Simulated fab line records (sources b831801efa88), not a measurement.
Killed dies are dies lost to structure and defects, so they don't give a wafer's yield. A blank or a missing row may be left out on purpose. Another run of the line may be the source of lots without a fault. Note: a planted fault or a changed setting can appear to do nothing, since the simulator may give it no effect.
Commonality check across tools | flow sky130 | Sampled: 13 lots, 39 wafers

REASON IT WAS OPENED
Of 13 lots, 1 have the reading SD_N_TW flagged at SKY_SD_N_TW_MEAS_12. Fault-free wafers read 3979, with a standard deviation of 31.
Rule: a lot gets a flag if all its wafers with a number sit over 4 standard deviations from that mean, or if no wafer of it has a number. The rest of the lots are taken to be sound.

lot  | measured     | on           | SD_N_TW, wafer by wafer | flag
L556 | day 28 00:43 | filmMetro-02 | 3929 3924 3941          | 
L557 | day 28 10:40 | filmMetro-01 | 4023 4013 4011          | 
L558 | day 28 17:13 | filmMetro-02 | 3971 3940 3951          | 
L559 | day 29 05:04 | filmMetro-02 | 3968 3960 3951          | 
L561 | day 29 20:23 | filmMetro-01 | 3936 3966 3951          | 
L562 | day 29 22:34 | filmMetro-02 | 3986 3966 3983          | 
L565 | day 31 02:17 | filmMetro-02 | 3955 3986 3949          | 
L566 | day 31 05:11 | filmMetro-03 | 3987 3997 3979          | 
L567 | day 31 15:01 | filmMetro-02 | 3940 3939 3958          | 
L571 | day 33 15:35 | filmMetro-01 | 3932 3955 3959          | 
L570 | day 33 17:10 | filmMetro-02 | 3969 3971 3949          | 
L573 | day 33 18:07 | filmMetro-01 | 482 492 493             | FLAGGED
L579 | day 35 14:49 | filmMetro-02 | 3963 3996 3984          | 
Flagged lots average 489: -3490 relative to the usual, that is -99 or more standard deviations.

EACH LOT AND THE TOOL IT RAN ON
Before the reading, the record contains 3 process steps out of a 708-step route. In each cell: the tool, then ch and the chambers that the sampled wafers went through, then the start.
lot  | flag    | SKY_POLY_CUT_STRIP_12               | SKY_RES_XHIGH_STRIP_08              | SKY_SD_N_STRIP_11
L556 |         | plasmaAsher-01 ch 0,1, day 24 08:48 | plasmaAsher-02 ch 0,1, day 26 20:01 | plasmaAsher-01 ch 0,1, day 28 00:37
L557 |         | plasmaAsher-01 ch 0,1, day 24 17:10 | plasmaAsher-02 ch 0,1, day 27 05:13 | plasmaAsher-02 ch 0,1, day 28 10:34
L558 |         | plasmaAsher-01 ch 0,1, day 25 02:03 | plasmaAsher-02 ch 1, day 27 12:50   | plasmaAsher-01 ch 0,1, day 28 17:07
L559 |         | plasmaAsher-04 ch 0,1, day 25 16:07 | plasmaAsher-01 ch 0,1, day 28 02:11 | plasmaAsher-02 ch 0,1, day 29 04:58
L561 |         | plasmaAsher-04 ch 0,1, day 26 07:23 | plasmaAsher-02 ch 0,1, day 28 16:29 | plasmaAsher-01 ch 0,1, day 29 20:17
L562 |         | plasmaAsher-04 ch 0,1, day 26 09:21 | plasmaAsher-02 ch 0,1, day 28 17:55 | plasmaAsher-01 ch 0,1, day 29 22:28
L565 |         | plasmaAsher-01 ch 0,1, day 27 14:36 | plasmaAsher-03 ch 0,1, day 29 22:29 | plasmaAsher-02 ch 0,1, day 31 02:10
L566 |         | plasmaAsher-01 ch 0,1, day 27 17:25 | plasmaAsher-01 ch 0,1, day 30 00:29 | plasmaAsher-01 ch 0,1, day 31 05:06
L567 |         | plasmaAsher-03 ch 0,1, day 28 03:57 | plasmaAsher-01 ch 0,1, day 30 11:10 | plasmaAsher-02 ch 0, day 31 14:55
L571 |         | plasmaAsher-03 ch 0,1, day 30 05:42 | plasmaAsher-02 ch 0,1, day 32 12:58 | plasmaAsher-02 ch 1, day 33 15:28
L570 |         | plasmaAsher-03 ch 0,1, day 30 06:09 | plasmaAsher-02 ch 0,1, day 32 14:17 | plasmaAsher-01 ch 0,1, day 33 17:04
L573 | FLAGGED | plasmaAsher-04 ch 0,1, day 30 06:30 | plasmaAsher-02 ch 0,1, day 32 14:56 | plasmaAsher-01 ch 0,1, day 33 18:01
L579 |         | plasmaAsher-01 ch 0,1, day 32 04:59 | plasmaAsher-03 ch 0,1, day 34 11:17 | plasmaAsher-01 ch 0,1, day 35 14:43
These steps, and what they do:
- SKY_POLY_CUT_STRIP_12: strips in O2/N2.
- SKY_RES_XHIGH_STRIP_08: strips in O2/N2.
- SKY_SD_N_STRIP_11: strips in O2/N2.
- SKY_SD_N_TW_MEAS_12

FLAGGED AGAINST TOTAL, ONE TOOL AT A TIME (gauges that did the reading follow at the end)
step                   | tool           | lots run | flagged | share of the flagged lots | sound lots run after its first flagged lot
SKY_POLY_CUT_STRIP_12  | plasmaAsher-01 | 6        | 0       | none                      | -
SKY_POLY_CUT_STRIP_12  | plasmaAsher-03 | 3        | 0       | none                      | -
SKY_POLY_CUT_STRIP_12  | plasmaAsher-04 | 4        | 1       | all                       | 0
SKY_RES_XHIGH_STRIP_08 | plasmaAsher-01 | 3        | 0       | none                      | -
SKY_RES_XHIGH_STRIP_08 | plasmaAsher-02 | 8        | 1       | all                       | 0
SKY_RES_XHIGH_STRIP_08 | plasmaAsher-03 | 2        | 0       | none                      | -
SKY_SD_N_STRIP_11      | plasmaAsher-01 | 8        | 1       | all                       | 1 (L579)
SKY_SD_N_STRIP_11      | plasmaAsher-02 | 5        | 0       | none                      | -
SKY_SD_N_TW_MEAS_12    | filmMetro-01   | 4        | 1       | all                       | 0
SKY_SD_N_TW_MEAS_12    | filmMetro-02   | 8        | 0       | none                      | -
SKY_SD_N_TW_MEAS_12    | filmMetro-03   | 1        | 0       | none                      | -

WHAT THE TABLE ALLOWS
4 rows of the table ran every flagged lot: plasmaAsher-04 at SKY_POLY_CUT_STRIP_12, plasmaAsher-02 at SKY_RES_XHIGH_STRIP_08, plasmaAsher-01 at SKY_SD_N_STRIP_11, filmMetro-01 at SKY_SD_N_TW_MEAS_12.
- plasmaAsher-04 at SKY_POLY_CUT_STRIP_12 ran 4 lots, 1 of them flagged. Last sound lot L562 at day 26 09:21, first flagged lot L573 at day 30 06:30; a fault beginning in between fits.
- plasmaAsher-02 at SKY_RES_XHIGH_STRIP_08 ran 8 lots, 1 of them flagged. Last sound lot L570 at day 32 14:17, first flagged lot L573 at day 32 14:56; a fault beginning in between fits. Its own readings lie more than 4 standard deviations out on every wafer of the flagged lots: oesProductAu.
- plasmaAsher-01 at SKY_SD_N_STRIP_11 ran 8 lots, 1 of them flagged. After the first flagged lot (L579), sound lots still ran on it; a lasting fault on the whole tool would not permit that. Its own readings lie more than 4 standard deviations out on every wafer of the flagged lots: stripTimeToEndpointS.
- filmMetro-01 at SKY_SD_N_TW_MEAS_12 ran 4 lots, 1 of them flagged. Last sound lot L571 at day 33 15:35, first flagged lot L573 at day 33 18:07; a fault beginning in between fits.
Because each of these 3 tools fits a fault that began at some hour, counting lots does not separate them. More lots, or a look at what each step does to the wafer, might.

WHAT WAS PUT IN BY THE SIMULATOR
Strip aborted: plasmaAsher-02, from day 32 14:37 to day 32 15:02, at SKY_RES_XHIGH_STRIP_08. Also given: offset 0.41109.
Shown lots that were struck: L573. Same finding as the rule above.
